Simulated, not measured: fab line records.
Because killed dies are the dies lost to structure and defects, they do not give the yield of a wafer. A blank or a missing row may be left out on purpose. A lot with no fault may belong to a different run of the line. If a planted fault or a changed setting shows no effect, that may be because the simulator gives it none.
Problem report, 8D (eight disciplines) form, completed by code | flow sky130 | the parts of the form that need people (team, actions taken, sign-off) are left out

1. THE ISSUE
Mean PWDE_TW at SKY_PWDE_TW_MEAS_10: 1012.8 over 6 wafers in 2 lots; fault-free wafers: 374.5, standard deviation 1.9. So: +99 or more standard deviations from the usual mean.
The first sign was on wafer L312.2 at day 6 14:01, on filmMetro-01. At this step, 33 wafers from 11 lots have a number in the record. Rule for "out", or "out of limits": more than 4 standard deviations from the usual mean. The rest of the wafers with a number are treated as sound.

2. WHAT THIS IS AND IS NOT
question                    | is                         | is not
which readings at this step | PWDE_TW                    | -
which lots                  | L312, L313                 | L301, L304, L315, L317, L319, L320, L321, L322, L324
which wafers of those lots  | all that have a number     | -
read on which gauges        | filmMetro-01, filmMetro-04 | filmMetro-02
when                        | from day 6 14:01           | up to then (6 sound wafers); but 21 sound wafers of L315, L317, L319, L320, L321, L322, L324 came after

3. WHAT RULES OUT EACH SUSPECT
Counting: a tool at any process step up to the reading remains a suspect when it ran all the lots that are out and ran no sound lot after the first of those.
- the gauge at SKY_PWDE_TW_MEAS_10: ruled out. 2 gauges (filmMetro-01, filmMetro-04) read the wafers that are out.
- lithoTrack-03 at SKY_DNWELL_COAT_02 (resist thk 3000 nm): ruled out as a lasting fault. Following L312 (day 5 09:59), the first lot on it that is out, the sound lots L324 were run on it.
Left after counting: nothing in the record.

4. THE CAUSE (what the simulator had put in)
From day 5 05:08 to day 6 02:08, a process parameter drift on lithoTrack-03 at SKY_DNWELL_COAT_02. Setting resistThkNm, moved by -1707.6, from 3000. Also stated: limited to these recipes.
Counting ruled it out, wrongly: the rule takes a fault to strike every lot that its tool runs from its start on, and this one did not.

5. THE CHAIN OF EFFECTS, in route order
Each row: a reading where the mean over the struck wafers with a number is more than 3 standard deviations away from the usual. Scope: only readings with a usual standard deviation given in the record; hours: median across lots of the time from each lot's start at the first step in this table that gives one to its start at this step; sigmas: change in usual standard deviations.
hours | step                 | reading              | usual   | on struck wafers | change | sigmas
0     | SKY_DNWELL_STRIP_08  | stripTimeToEndpointS | 36.92 s | 17.02            | -19.90 | -99 or more
19    | SKY_PWDE_TW_MEAS_10  | PWDE_TW              | 374.5   | 1012.8           | +638.3 | +99 or more
38    | SKY_NWELL_TW_MEAS_15 | NWELL_TW             | 1822    | 1917             | +95    | +11
58    | SKY_NWELL_TW_MEAS_26 | NWELL_2_TW           | 497.4   | 1035.9           | +538.5 | +99 or more
Here are the process steps it includes:
- SKY_DNWELL_STRIP_08: strips in O2/N2.
Later steps that measure or inspect, where all struck wafers having a row at the step show a number for every such reading and not one has moved that far: SKY_NWELL_OVL_MEAS_23.

6. HOW IT WOULD HAVE BEEN CAUGHT EARLIER
In this record the first reading out of limits at a measuring or inspecting step was taken at day 6 14:01, 33 hours after the fault began at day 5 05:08.
An alarm limit of 4 standard deviations would not have fired on the tool readings at SKY_DNWELL_COAT_02 for which the record gives a usual standard deviation, since none of them was out on any struck wafer.
